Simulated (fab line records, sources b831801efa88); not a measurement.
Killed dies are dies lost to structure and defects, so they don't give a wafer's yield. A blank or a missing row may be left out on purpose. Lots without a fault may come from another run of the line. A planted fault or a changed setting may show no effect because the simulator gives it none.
fab line records | flow sky130
record lots=6 wafers=18 last_day=50
route steps=708 shown RES_PROTECT@212 POLY_GATE@213
lots that met no fault: from a run of the same line without faults
start_h: hours from the record's first day to the start of the lot's first wafer shown | wait_h: hours since the lot's step before | " the same as in the row above | L1.1+2: a row that stands for several wafers | - no value, or no start given | * or withheld: withheld | < > ~ a bound
route shown NAME@n: a module of which the file shows steps, and the number in the route of the first | usual: mean/standard deviation of fault-free wafers | same: alike in all rows | chamber/n: place in a boat | sites: the reading at each site | _std_site: their standard deviation | _edge_site: outer sites' mean less inner sites' | radius_mm: how far each site lies from the wafer's centre | mask NAME#n: copy n | behind: the tool/chamber that last shaped the wafer | hold: why the lot was held/for how many hours/how that ended | device: the transistor (n, p or np) that didn't switch | end of line: the same wafers' tests at the end of the route | a step without rows: its recipe alone | killed: dies lost to structure and defects at the first sort, not the wafer's yield | map: a wafer's dies, x killed, . not, _ none there
set.NAME: the setting as run; set.NAME@STEP: as run at that earlier step | model.NAME: the simulator's own value behind a step, which no gauge read
lots at some steps of the route; a table a step, a row a wafer
services: from which hour (start_h, from the record's first day; less than 0 if before it) a tool's chamber was out of use, for how many hours, and why
## steps
# step SKY_RES_PROTECT_DEVELOP_06
# recipe resist=NOVOLAK developer=TMAH develop_time_s=60 dev_temp_c=23
# step SKY_POLY_GATE_IMPLANT_02
# recipe species=P energy_kev=30 dose_cm2=7.7e+15 tilt_deg=0
# step SKY_RES_PROTECT_STRIP_07
# recipe chemistry=O2/N2 power_w=1400 pressure_mtorr=1500 platen_temp_c=withheld o2_flow_sccm=3000 n2_flow_sccm=300 overash_fraction=0.5
# usual drypump_motor_current_A=5.4/0.44 oes_product_au=0.518/0.0047 strip_time_to_endpoint_s=23.29/0.048
# columns lot.wafer tool chamber start_h wait_h drypump_motor_current_A oes_product_au rf_hours_counter_h strip_time_to_endpoint_s
L566.1 plasma_asher-02 1 445.63 0.1 5.1 0.523 1 23.28
L566.4 " 1 " " 5.1 0.516 - 23.29
L566.6 " 1 " " 5.1 0.516 - 23.29
L567.1 plasma_asher-02 1 456.79 0.1 5.1 0.521 2 23.34
L567.3 " 1 " " 5.2 0.519 - 23.33
L567.4 " 0 " " 5.2 0.515 - 23.37
L568.1 plasma_asher-01 0 466.80 0.1 5.9 0.528 36 23.25
L568.3 " 0 " " 5.9 0.520 - 23.33
L568.4 " 1 " " 5.4 0.524 - 23.30
L569.3 plasma_asher-01 0 469.63 0.1 5.9 0.519 - 23.23
L569.4 " 1 " " 5.4 0.514 - 23.21
L569.6 " 0 " " 5.9 0.525 - 23.27
L573.2 plasma_asher-02 1 507.74 0.1 5.1 0.522 7 23.33
L573.3 " 1 " " 5.1 0.517 - 23.31
L573.6 " 0 " " 5.2 0.515 - 23.31
L575.1 plasma_asher-04 1 525.95 0.1 6.1 0.521 77 23.25
L575.4 " 0 " " 4.8 0.527 - 23.30
L575.5 " 1 " " 6.1 0.523 - 23.27
# step SKY_RES_PROTECT_TW_MEAS_08
# usual POLY_GATE_TW=3988/38
# columns lot.wafer tool chamber start_h wait_h POLY_GATE_TW
L566.1 film_metro-03 - 445.73 0.1 3951
L566.4 " - " " 3960
L566.6 " - " " 3958
L567.1 film_metro-02 - 456.89 0.1 4002
L567.3 " - " " 4024
L567.4 " - " " 4016
L568.1 film_metro-01 - 466.90 0.1 4034
L568.3 " - " " 4032
L568.4 " - " " 4039
L569.3 film_metro-03 - 469.71 0.1 3966
L569.4 " - " " 3964
L569.6 " - " " 3955
L573.2 film_metro-03 - 507.85 0.1 3969
L573.3 " - " " 3983
L573.6 " - " " 3976
L575.1 film_metro-03 - 526.05 0.1 3986
L575.4 " - " " 3979
L575.5 " - " " 3994
# step SKY_RES_PROTECT_CLEAN_09
# recipe chemistry=SC1/SC2 mix=1:4:20 temp_c=70 time_s=150 dry=n2_spin
# step SKY_POLY_GATE_CVD_03
# recipe material=Si3N4 precursor=DCS/NH3 target_thk_nm=75 temp_c=770 time_s=1290 pressure_mtorr=250
# step SKY_POLY_GATE_THK_MEAS_04
# recipe reads=Si3N4_of_POLY_GATE_CVD_03
# usual POLY_GATE_CVD_03_THK=75.4/0.85
# columns lot.wafer tool chamber start_h wait_h POLY_GATE_CVD_03_THK[nm]
L566.1 film_metro-02 - 448.11 0.0 74.8
L566.4 " - " " 74.5
L566.6 " - " " 75.0
L567.1 film_metro-04 - 458.98 0.0 74.9
L567.3 " - " " 74.7
L567.4 " - " " 74.4
L568.1 film_metro-04 - 468.37 0.0 74.3
L568.3 " - " " 74.3
L568.4 " - " " 74.0
L569.3 film_metro-04 - 471.18 0.0 75.1
L569.4 " - " " 73.7
L569.6 " - " " 74.3
L573.2 film_metro-02 - 510.21 0.0 75.6
L573.3 " - " " 75.5
L573.6 " - " " 74.6
L575.1 film_metro-01 - 527.52 0.0 76.4
L575.4 " - " " 76.2
L575.5 " - " " 76.3
# step SKY_POLY_GATE_DEHYDRATE_05
# recipe temp_c=200 time_s=60
# step SKY_POLY_GATE_HMDS_06
# recipe prime_time_s=60 prime_temp_c=120
# step SKY_POLY_GATE_COAT_07
# recipe resist=BARC temp_c=withheld time_s=withheld spin_rpm=3000 resist_thk_nm=110
# step SKY_POLY_GATE_COAT_08
# recipe resist=KrF-thick spin_rpm=3000 resist_thk_nm=450
# step SKY_POLY_GATE_SOFTBAKE_09
# recipe temp_c=100 time_s=90 resist=KrF-thick
# step SKY_POLY_GATE_EXPOSE_10
# recipe mask_id=P1M na=0.68 source_shape=conventional sigma_outer=0.6 target_cd_nm=150 dose_mj=28
# usual exposure_dose_mJ_cm2=27.96/0.03 focus_offset_nm=0.1/0.43 stage_vel_mm_s=500.01/0.23
# columns lot.wafer tool chamber start_h wait_h mask exposure_dose_mJ_cm2 focus_offset_nm stage_vel_mm_s
L566.1 krf_scanner-02 0 464.38 - P1M#0 27.96 -0.2 500.41
L566.4 " 0 " " P1M#0 27.93 0.7 499.85
L566.6 " 0 " " P1M#0 27.95 0.1 499.89
L567.1 krf_scanner-02 0 474.85 - P1M#0 27.99 0.0 499.81
L567.3 " 0 " " P1M#0 27.96 -0.8 500.10
L567.4 " 0 " " P1M#0 27.98 0.4 499.94
L568.1 krf_scanner-02 - 483.80 - P1M#0 - - -
L568.3 " - " " P1M#0 - - -
L568.4 " - " " P1M#0 - - -
L569.3 krf_scanner-01 - 487.31 - P1M#0 - - -
L569.4 " - " " P1M#0 - - -
L569.6 " - " " P1M#0 - - -
L573.2 krf_scanner-01 0 525.65 - P1M#0 27.95 0.8 499.58
L573.3 " 0 " " P1M#0 27.98 0.5 499.85
L573.6 " 0 " " P1M#0 27.96 0.2 499.71
L575.1 krf_scanner-02 0 542.14 - P1M#0 27.96 0.3 499.90
L575.4 " 0 " " P1M#0 27.96 0.8 500.03
L575.5 " 0 " " P1M#0 27.91 -0.2 499.63
# step SKY_POLY_GATE_PEB_11
# recipe peb_temp_c=withheld peb_time_s=withheld resist=KrF-thick
## services
# columns tool chamber start_h hours kind
plasma_asher-02 - 430.25 2.8 pm
plasma_asher-02 0 430.25 - clean
plasma_asher-02 1 430.25 - clean
krf_scanner-02 - 452.96 1.3 pm
krf_scanner-01 0 458.20 - calibration
krf_scanner-02 - 465.37 0.8 pm
krf_scanner-02 - 505.43 1.0 pm
krf_scanner-01 - 520.53 0.8 pm
krf_scanner-02 - 533.33 1.0 repair
## key
first_sign step=SKY_POLY_GATE_EXPOSE_10 reading=tool_record direction=missing
effect none on later readings
met_at SKY_POLY_GATE_EXPOSE_10
struck_wafers L568.1,L568.3,L568.4,L569.3,L569.4,L569.6
later_rows_left_out L568.1,L568.3,L568.4,L569.3,L569.4,L569.6
sort_left_out L568.1,L568.3,L568.4,L569.3,L569.4,L569.6
tester_left_out L568,L569
onset_between 474.85 483.80
fault kind=skipped_step_whole tool=krf_scanner-01,krf_scanner-02 chamber=- onset_h=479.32 steps=SKY_POLY_GATE_EXPOSE_10 scope=struck_lots_only
# tester_left_out: of these lots the tester's yield and bins aren't shown, on N5 and GAA mostly nor the transistor test; their killed dies are dies lost to structure and defects alone, not to doping, threshold or leakage, so they don't give the yield
# sort_left_out: the simulated sort isn't trusted on such a fault, so these wafers' sort isn't shown, and their yield isn't known
# later_rows_left_out: the simulator's readings of these wafers behind a module that went badly wrong aren't trusted and aren't shown, but for the sort
